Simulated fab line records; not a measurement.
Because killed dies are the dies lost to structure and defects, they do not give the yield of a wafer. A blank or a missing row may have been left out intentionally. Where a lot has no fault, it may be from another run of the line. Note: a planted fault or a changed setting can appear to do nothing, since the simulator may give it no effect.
What tool caused it? -- flow gf180mcu -- 36 wafers sampled from 12 lots at 1 step of a route of 602

## WHAT THE GAUGES READ, wafer by wafer
GF_CONTACT_THK_MEAS_01.
lot,measured,on,CONTACT_CVD_00_THK (nm)
L075,day 15 13:57,film-metro-02,297 301 302
L077,day 16 05:47,film-metro-01,310 308 307
L079,day 16 22:57,film-metro-04,297 298 297
L081,day 17 19:07,film-metro-04,302 305 302
L083,day 18 10:27,film-metro-04,305 302 300
L085,day 19 07:10,film-metro-02,300 302 298
L087,day 19 17:17,film-metro-01,302 301 303
L089,day 20 14:44,film-metro-02,304 299 302
L091,day 21 22:32,film-metro-01,298 300 299
L094,day 22 16:43,film-metro-02,297 302 303
L095,day 22 21:14,film-metro-01,296 297 302
L097,day 23 13:53,film-metro-02,298 297 298

## EACH LOT AND THE TOOL THAT RAN IT (in order: tool; ch and the chambers of the sampled wafers; start)
Before these readings, the record contains no process step.

## THE ANSWER, worked out from the rows above alone
Rule: the usual values come from the lots themselves. Put in order of their means at a reading, lots are off if they are a third of the lots or fewer, leave a main group of 4 or more, and stand apart from it by a gap of 3 or more times the standard deviation of the main group's means; of several such gaps the widest counts. A main group whose means are all the same, to the digits that the tables above print for the reading, isn't used. A lot without any number at a reading at which 4 lots or more have one is off too. Any other lot the step has rows for is counted as sound.
Nothing can be told from this: no lot is off at any reading shown.

## WHAT HAD BEEN PUT IN BY THE SIMULATOR
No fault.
